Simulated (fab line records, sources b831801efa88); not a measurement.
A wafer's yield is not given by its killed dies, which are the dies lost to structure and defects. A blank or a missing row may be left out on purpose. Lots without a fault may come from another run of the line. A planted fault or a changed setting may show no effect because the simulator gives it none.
fab line records	flow gf180mcu
record: lots: 11	wafers: 33	last-day: 34
route steps=602 shown M3@426 M4@471 V5@541 TOP_METAL@569
lots untouched by any fault: they come from a run of this same line in which no faults occurred
start-h: the number of hours between the record's first day and the start of the first shown wafer of the lot	wait-h: hours from the lot's prior step to this one	" unchanged from the row above	L1.1+2: a single row standing in for several wafers	- no value, or no start was given	* or withheld: withheld	< > ~ a bound
route shown NAME@n: a module of which the file shows steps, and the number in the route of the first	usual: average and standard deviation across the fault-free wafers	same: alike in all rows	chamber/n: place in a boat	sites: each site's reading	_std_site: their standard deviation	_edge_site: mean of outer sites minus mean of inner sites	radius-mm: for every site, how far away it sits from the centre of the wafer	mask NAME#n: copy n	behind: tool/chamber where the wafer was last shaped	hold: cause of the lot's hold/its duration in hours/its outcome	device: whichever transistor did not switch (one of n, p or np)	end of line: tests of these same wafers at the route's end	for a step that has no rows: nothing shown but its recipe	killed: the dies lost at the first sort to structure and to defects; this is not the yield of the wafer	map: a wafer's dies, x killed, . not, _ none there
set.NAME: the setting the step ran with; set.NAME@STEP: the setting that earlier step ran with	model.NAME: the simulator's own value behind a step, which no gauge read
route steps across a sampled set of lots; one table per step, one row per wafer
services: when a tool's chamber went out of use (start-h, in hours from the record's first day, below 0 if earlier), for how many hours, and the reason
== steps ==
step: GF_M3_STRIP_17
recipe: chemistry: O2/N2	power-w: 1400	pressure-mtorr: 1500	platen-temp-c: 250	o2-flow-sccm: 3000	n2-flow-sccm: 300	overash-fraction: 0.5
usual: drypump-motor-current-A: 5.8/0.41	heater-power-w: 354/30	oes-product-au: 0.537/0.0047	strip-time-to-endpoint-s: 7.37/0.057
lot.wafer	tool	chamber	start-h	wait-h	drypump-motor-current-A	heater-power-w	oes-product-au	rf-hours-counter-h	strip-time-to-endpoint-s
L691.1	plasma-asher-03	1	482.28	0.1	5.9	355	0.548	77	7.36
L691.3	"	0	"	"	5.6	369	0.543	-	7.41
L691.4	"	1	"	"	5.9	354	0.537	-	7.37
L693.2	plasma-asher-02	0	499.33	0.1	6.4	364	0.532	76	7.38
L693.3	"	1	"	"	5.6	374	0.539	-	7.39
L693.4	"	0	"	"	6.3	374	0.536	-	7.31
L694.1	plasma-asher-03	1	510.55	0.1	5.9	355	0.533	79	7.34
L694.2	"	0	"	"	5.6	375	0.538	79	7.40
L694.6	"	1	"	"	5.9	343	0.532	-	7.31
L695.1	plasma-asher-02	0	519.20	0.1	6.3	370	0.533	78	7.39
L695.3	"	0	"	"	6.3	366	0.529	-	7.37
L695.5	"	1	"	"	5.6	379	0.531	-	7.33
L697.2	plasma-asher-03	1	540.03	0.1	5.9	354	0.537	83	7.32
L697.4	"	0	"	"	5.6	370	0.538	-	7.31
L697.5	"	0	"	"	5.6	369	0.535	-	7.35
L699.3	plasma-asher-04	0	560.52	0.2	4.9	267	0.539	-	7.41
L699.5	"	1	"	"	6.3	319	0.547	-	7.44
L699.6	"	0	"	"	4.9	266	0.536	-	7.38
L703.4	plasma-asher-03	1	598.42	0.1	5.9	357	0.533	-	7.31
L703.5	"	0	"	"	5.6	380	0.540	-	7.36
L703.6	"	1	"	"	5.9	349	0.535	-	7.43
L704.1	plasma-asher-03	1	605.65	0.1	5.9	355	0.542	90	7.39
L704.2	"	0	"	"	5.6	369	0.536	90	7.38
L704.4	"	1	"	"	5.9	360	0.540	-	7.44
L707.1	plasma-asher-03	1	624.37	0.1	5.9	351	0.540	92	7.48
L707.2	"	0	"	"	5.6	371	0.539	92	7.41
L707.4	"	0	"	"	5.6	372	0.539	-	7.39
L713.3	plasma-asher-04	1	665.72	0.1	6.3	321	0.532	-	7.31
L713.4	"	0	"	"	4.9	271	0.541	-	7.40
L713.5	"	0	"	"	4.9	267	0.532	-	7.42
L714.1	plasma-asher-04	0	671.32	0.1	4.9	264	0.542	24	7.40
L714.2	"	1	"	"	6.4	313	0.538	24	7.47
L714.3	"	0	"	"	4.9	275	0.543	-	7.44
step: GF_M4_OVL_MEAS_15
usual: M4_OVL: -1/5.2
lot.wafer	tool	chamber	start-h	wait-h	M4_OVL[nm]
L691.1	overlay-02	-	530.82	0.1	-2
L691.3	"	-	"	"	-5
L691.4	"	-	"	"	1
L693.2	overlay-02	-	548.17	0.1	-5
L693.3	"	-	"	"	-3
L693.4	"	-	"	"	-4
L694.1	overlay-02	-	558.07	0.1	-9
L694.2	"	-	"	"	-12
L694.6	"	-	"	"	-11
L695.1	overlay-02	-	566.62	0.1	-3
L695.3	"	-	"	"	2
L695.5	"	-	"	"	0
L697.2	overlay-01	-	585.73	0.1	4
L697.4	"	-	"	"	3
L697.5	"	-	"	"	4
L699.3	overlay-02	-	605.85	0.1	1
L699.5	"	-	"	"	-4
L699.6	"	-	"	"	3
L703.4	overlay-01	-	641.04	0.1	-6
L703.5	"	-	"	"	-7
L703.6	"	-	"	"	-3
L704.1	overlay-01	-	649.92	0.1	-8
L704.2	"	-	"	"	-4
L704.4	"	-	"	"	-6
L707.1	overlay-01	-	665.79	0.1	-7
L707.2	"	-	"	"	-9
L707.4	"	-	"	"	-4
L713.3	overlay-01	-	706.08	0.1	-6
L713.4	"	-	"	"	-6
L713.5	"	-	"	"	-5
L714.1	overlay-01	-	711.57	0.1	4
L714.2	"	-	"	"	6
L714.3	"	-	"	"	1
step: GF_V5_THK_MEAS_01
recipe: reads: SiO2_of_V5_CVD_00
usual: V5_CVD_00_THK: 299.5/3
lot.wafer	tool	chamber	start-h	wait-h	V5_CVD_00_THK[nm]
L691.1	film-metro-01	-	601.57	0.0	303.4
L691.3	"	-	"	"	300.2
L691.4	"	-	"	"	300.7
L693.2	film-metro-01	-	620.22	0.0	298.0
L693.3	"	-	"	"	296.8
L693.4	"	-	"	"	301.2
L694.1	film-metro-03	-	625.99	0.0	303.3
L694.2	"	-	"	"	300.6
L694.6	"	-	"	"	300.9
L695.1	film-metro-01	-	633.32	0.0	297.1
L695.3	"	-	"	"	301.3
L695.5	"	-	"	"	295.5
L697.2	film-metro-01	-	651.08	0.0	304.6
L697.4	"	-	"	"	299.9
L697.5	"	-	"	"	296.5
L699.3	film-metro-03	-	669.59	0.0	295.2
L699.5	"	-	"	"	293.4
L699.6	"	-	"	"	295.4
L703.4	film-metro-01	-	702.99	0.0	299.9
L703.5	"	-	"	"	305.6
L703.6	"	-	"	"	302.7
L704.1	film-metro-01	-	709.98	0.0	299.1
L704.2	"	-	"	"	295.1
L704.4	"	-	"	"	299.5
L707.1	film-metro-02	-	725.05	0.0	303.2
L707.2	"	-	"	"	296.1
L707.4	"	-	"	"	300.4
L713.3	film-metro-01	-	763.57	0.0	295.2
L713.4	"	-	"	"	295.6
L713.5	"	-	"	"	297.3
L714.1	film-metro-01	-	766.80	0.0	299.9
L714.2	"	-	"	"	304.4
L714.3	"	-	"	"	303.7
step: GF_TOP_METAL_SPUTTER_02
recipe: material: AlCu	target-thk-nm: 900	power-w: 10600	chamber-pressure-pa: 0.3	substrate-temp-c: 250	gas: Ar	time-s: 47.82
usual: cathode-dc-power-W: 10600/2.1	substrate-temp-c: 250.01/0.17	throttle-valve-pct: 30.2/0.77
lot.wafer	tool	chamber	start-h	wait-h	cathode-dc-power-W	substrate-temp-c	throttle-valve-pct
L691.1	pvd-sputter-01	-	625.66	0.0	10599	250.12	30.3
L691.3	"	-	"	"	10603	249.97	30.3
L691.4	"	-	"	"	10601	250.07	30.4
L693.2	pvd-sputter-04	-	643.54	0.0	10602	250.06	30.5
L693.3	"	-	"	"	10600	250.02	30.4
L693.4	"	-	"	"	10601	250.14	30.3
L694.1	pvd-sputter-03	-	648.31	0.0	10600	250.12	31.0
L694.2	"	-	"	"	10603	250.14	30.1
L694.6	"	-	"	"	10597	250.10	28.7
L695.1	pvd-sputter-03	-	655.51	0.0	10605	250.33	31.4
L695.3	"	-	"	"	10598	249.75	30.2
L695.5	"	-	"	"	10600	249.92	30.4
L697.2	pvd-sputter-03	-	672.61	0.0	10602	249.93	30.5
L697.4	"	-	"	"	10599	250.22	31.0
L697.5	"	-	"	"	10605	250.04	28.7
L699.3	pvd-sputter-01	-	690.16	0.0	10600	249.78	30.3
L699.5	"	-	"	"	10598	250.27	30.8
L699.6	"	-	"	"	10598	250.01	30.2
L703.4	pvd-sputter-03	-	722.81	0.0	10601	250.16	31.0
L703.5	"	-	"	"	10599	250.20	30.9
L703.6	"	-	"	"	10603	249.91	28.9
L704.1	pvd-sputter-01	-	729.43	0.0	10598	250.03	30.5
L704.2	"	-	"	"	10599	250.02	30.4
L704.4	"	-	"	"	10599	250.12	29.3
L707.1	pvd-sputter-01	-	745.09	0.0	10604	250.14	30.2
L707.2	"	-	"	"	10600	249.86	29.3
L707.4	"	-	"	"	10600	249.78	30.7
L713.3	pvd-sputter-03	-	782.03	0.0	10602	250.20	31.1
L713.4	"	-	"	"	10598	249.93	30.2
L713.5	"	-	"	"	10598	250.13	28.6
L714.1	pvd-sputter-04	-	785.06	0.0	10598	250.24	30.6
L714.2	"	-	"	"	10603	249.93	30.6
L714.3	"	-	"	"	10601	249.98	30.4
step: GF_TOP_METAL_RS_MEAS_05
recipe: thk-meas-gauge: four-point-probe	reads: TiN_of_TOP_METAL_SPUTTER_04+Ti_of_TOP_METAL_SPUTTER_03+AlCu_of_TOP_METAL_SPUTTER_02+TiN_of_TOP_METAL_SPUTTER_01+Ti_of_TOP_METAL_SPUTTER_00
usual: TOP_METAL_ALCU_RS: 0.0328/0.00039
lot.wafer	tool	chamber	start-h	wait-h	hold	TOP_METAL_ALCU_RS[ohm/sq]
L691.1	film-metro-01	-	625.75	0.0	-	0.0329
L691.3	"	-	"	"	-	0.0337
L691.4	"	-	"	"	-	0.0330
L693.2	film-metro-02	-	643.65	0.0	-	0.0336
L693.3	"	-	"	"	-	0.0336
L693.4	"	-	"	"	-	0.0333
L694.1	film-metro-01	-	648.40	0.0	-	0.0327
L694.2	"	-	"	"	-	0.0334
L694.6	"	-	"	"	-	0.0331
L695.1	film-metro-01	-	655.60	0.0	-	0.0325
L695.3	"	-	"	"	-	0.0331
L695.5	"	-	"	"	-	0.0333
L697.2	film-metro-01	-	672.72	0.0	-	0.0330
L697.4	"	-	"	"	-	0.0324
L697.5	"	-	"	"	-	0.0326
L699.3	film-metro-01	-	690.29	0.1	-	0.0331
L699.5	"	-	"	"	-	0.0329
L699.6	"	-	"	"	-	0.0330
L703.4	film-metro-01	-	722.96	0.1	-	0.0330
L703.5	"	-	"	"	-	0.0328
L703.6	"	-	"	"	-	0.0329
L704.1	film-metro-01	-	729.52	0.0	await-dispo/0.2h/release	0.0327
L704.2	"	-	"	"	await-dispo/0.2h/release	0.0475
L704.4	"	-	"	"	await-dispo/0.2h/release	0.0473
L704.1	film-metro-01	-	729.97	0.4	-	0.0326
L704.2	"	-	"	"	-	0.0476
L704.4	"	-	"	"	-	0.0474
L707.1	film-metro-02	-	745.18	0.0	await-dispo/0.2h/release	0.0333
L707.2	"	-	"	"	await-dispo/0.2h/release	0.0487
L707.4	"	-	"	"	await-dispo/0.2h/release	0.0475
L707.1	film-metro-02	-	745.47	0.3	-	0.0334
L707.2	"	-	"	"	-	0.0486
L707.4	"	-	"	"	-	0.0475
L713.3	film-metro-04	-	782.16	0.1	-	0.0331
L713.4	"	-	"	"	-	0.0332
L713.5	"	-	"	"	-	0.0331
L714.1	film-metro-01	-	785.15	0.0	-	0.0330
L714.2	"	-	"	"	-	0.0328
L714.3	"	-	"	"	-	0.0324
step: GF_TOP_METAL_THK_MEAS_06
recipe: thk-meas-gauge: xrf	reads: AlCu_of_TOP_METAL_SPUTTER_02
usual: TOP_METAL_ALCU_THK: 925/11
lot.wafer	tool	chamber	start-h	wait-h	hold	TOP_METAL_ALCU_THK[nm]
L691.1	film-metro-01	-	625.87	0.1	-	925
L691.3	"	-	"	"	-	902
L691.4	"	-	"	"	-	923
L693.2	film-metro-02	-	643.76	0.1	-	903
L693.3	"	-	"	"	-	909
L693.4	"	-	"	"	-	914
L694.1	film-metro-01	-	648.52	0.1	-	921
L694.2	"	-	"	"	-	906
L694.6	"	-	"	"	-	915
L695.1	film-metro-01	-	655.72	0.1	-	930
L695.3	"	-	"	"	-	912
L695.5	"	-	"	"	-	908
L697.2	film-metro-01	-	672.83	0.1	-	917
L697.4	"	-	"	"	-	929
L697.5	"	-	"	"	-	922
L699.3	film-metro-01	-	690.39	0.1	-	914
L699.5	"	-	"	"	-	918
L699.6	"	-	"	"	-	914
L703.4	film-metro-01	-	723.05	0.1	-	915
L703.5	"	-	"	"	-	926
L703.6	"	-	"	"	-	917
L704.1	film-metro-01	-	738.41	8.4	await-dispo/0.2h/release	927
L704.2	"	-	"	"	await-dispo/0.2h/release	633
L704.4	"	-	"	"	await-dispo/0.2h/release	638
L704.1	film-metro-01	-	738.64	0.2	-	928
L704.2	"	-	"	"	-	639
L704.4	"	-	"	"	-	641
L707.1	film-metro-02	-	747.12	1.6	await-dispo/0.2h/release	917
L707.2	"	-	"	"	await-dispo/0.2h/release	626
L707.4	"	-	"	"	await-dispo/0.2h/release	643
L707.1	film-metro-02	-	747.39	0.3	-	912
L707.2	"	-	"	"	-	628
L707.4	"	-	"	"	-	644
L713.3	film-metro-04	-	782.26	0.1	-	915
L713.4	"	-	"	"	-	910
L713.5	"	-	"	"	-	917
L714.1	film-metro-01	-	785.27	0.1	-	918
L714.2	"	-	"	"	-	926
L714.3	"	-	"	"	-	938
== services ==
tool	chamber	start-h	hours	kind
pvd-sputter-01	0	461.82	-	consumable-replace:kit
pvd-sputter-01	0	461.82	18.0	scheduled-down
pvd-sputter-01	0	461.82	18.0	vent-cycle
pvd-sputter-01	-	475.97	1.2	repair
plasma-asher-02	-	484.58	0.7	repair
plasma-asher-04	-	509.34	14.6	pm
pvd-sputter-03	-	572.87	8.8	repair
pvd-sputter-03	2	626.56	-	consumable-replace:kit
pvd-sputter-03	2	626.56	18.0	scheduled-down
pvd-sputter-03	2	626.56	18.0	vent-cycle
plasma-asher-03	-	639.53	2.2	repair
pvd-sputter-03	-	642.58	1.7	repair
pvd-sputter-01	3	648.22	-	consumable-replace:kit
pvd-sputter-01	3	648.22	18.0	scheduled-down
pvd-sputter-01	3	648.22	18.0	vent-cycle
plasma-asher-03	-	710.90	5.6	repair
pvd-sputter-04	-	728.15	2.5	repair
plasma-asher-03	-	733.75	9.0	pm
plasma-asher-03	0	733.75	9.0	vent-cycle
plasma-asher-03	1	733.75	9.0	vent-cycle
plasma-asher-03	0	742.75	-	clean
plasma-asher-03	1	742.75	-	clean
pvd-sputter-04	-	769.58	4.9	repair
plasma-asher-03	-	774.52	7.7	repair
== key ==
first-sign: step: GF_TOP_METAL_RS_MEAS_05	reading: visit	direction: added
effect: step: GF_TOP_METAL_RS_MEAS_05	reading: TOP_METAL_ALCU_RS	direction: up	sigmas: 38	usual: 0.0328	struck: 0.0477
effect: step: GF_TOP_METAL_THK_MEAS_06	reading: visit	direction: added
effect: step: GF_TOP_METAL_THK_MEAS_06	reading: TOP_METAL_ALCU_THK	direction: down	sigmas: 25	usual: 925	struck: 635
met-at GF_TOP_METAL_SPUTTER_02
struck-lots L704,L707
struck-wafers L704.2,L704.4,L707.2,L707.4
not-acting-at GF_M3_STRIP_17,GF_M4_OVL_MEAS_15,GF_V5_THK_MEAS_01
onset-between 690.16 729.43
fault: kind: process-parameter-drift	tool: pvd-sputter-01	chamber: -	onset-h: 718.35	steps: GF_TOP_METAL_SPUTTER_02	channel: target-thk-nm	offset: -277.48	shape: step	end-h: 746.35	scope: struck-wafers-only	acts-in: these-recipes-only	stated: 900
